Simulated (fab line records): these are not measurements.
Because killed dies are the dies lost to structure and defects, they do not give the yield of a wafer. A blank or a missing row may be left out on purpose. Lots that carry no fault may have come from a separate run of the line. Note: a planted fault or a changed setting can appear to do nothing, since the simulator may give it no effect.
A single fault, viewed from 2 desks / flow gf180mcu / numbers are kept per desk, each desk with only its own; the story behind them comes last

== FOR THE TOOL OWNER'S DESK: cvd w-02 ==
The tool's own readings at GF_V2_CVD_23 (deposits W, target thk 350 nm, time 104.94 s): means of the sampled wafers that have a number, for each lot that ran on this tool. If a lot's mean is further than 4 standard deviations from the usual mean, the lot is out of limits and carries the mark OUT (the distance appears in the brackets).
Columns: A = heater power w at GF_V2_CVD_23, usual 877 W; B = susceptor temp C at GF_V2_CVD_23, usual 400.01 C
lot=L947; first seen here=day 20 07:30; A=880; B=400.18
lot=L952; first seen here=day 22 07:34; A=880; B=400.21
lot=L955; first seen here=day 23 13:33; A=885; B=399.94
lot=L956; first seen here=day 23 17:06; A=880; B=400.27
lot=L958; first seen here=day 24 18:40; A=893; B=399.96
lot=L960; first seen here=day 25 04:50; A=899; B=403.29 (+15) OUT
lot=L965; first seen here=day 26 15:33; A=911; B=403.51 (+16) OUT
Finding of this desk: L960, L965 out of limits; the first was L960 at day 25 04:50, on susceptor temp C at GF_V2_CVD_23. In limits: L947, L952, L955, L956, L958.

== AT THE METROLOGY DESK ==
Means of the sampled wafers that have a number, per lot and without regard to the tool the lot ran on: this is what the gauges read. If a lot's mean is further than 4 standard deviations from the usual mean, the lot is out of limits and carries the mark OUT (the distance appears in the brackets).
Columns: A = SAB_CVD_00_THK at GF_SAB_THK_MEAS_01, usual 50.1 nm; B = V2_W_RS at GF_V2_RS_MEAS_24, usual 0.320 ohm/sq; C = V2_W_THK at GF_V2_THK_MEAS_25, usual 356 nm
lot=L947; first seen here=day 14 07:47; A=50.3; B=0.311; C=366
lot=L948; first seen here=day 15 03:52; A=49.6; B=0.333; C=339
lot=L952; first seen here=day 16 00:14; A=50.8; B=0.307; C=375
lot=L955; first seen here=day 17 06:41; A=50.1; B=0.317; C=357
lot=L956; first seen here=day 17 10:47; A=50.4; B=0.314; C=364
lot=L958; first seen here=day 18 13:19; A=50.4; B=0.311; C=365
lot=L960; first seen here=day 18 23:56; A=50.4; B=0.299; C=381
lot=L961; first seen here=day 19 10:12; A=50.0; B=0.330; C=346
lot=L962; first seen here=day 19 20:01; A=49.4; B=0.329; C=347
lot=L964; first seen here=day 20 06:55; A=50.4; B=0.330; C=345
lot=L965; first seen here=day 20 15:56; A=49.4; B=0.294; C=387
This desk's finding: nothing out of limits on any of the 11 lots.

== ALL TOGETHER ==
At day 25 04:50, on L960, L965, the tool owner's desk was in a position to raise an alarm.
At the metrology desk, nothing out of limits was observed.
The metrology desk holds a record of L960, L965, inside its limits.
Every lot named ran GF_V2_CVD_23 on cvd w-02.

== WHAT HAD BEEN PUT IN BY THE SIMULATOR ==
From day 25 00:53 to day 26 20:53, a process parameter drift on cvd w-02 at GF_V2_CVD_23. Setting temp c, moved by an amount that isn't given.
Lots struck among those shown: L960, L965.
How many hours passed from the start of the fault until each desk's first out-of-limits reading: the tool owner's desk, 4.
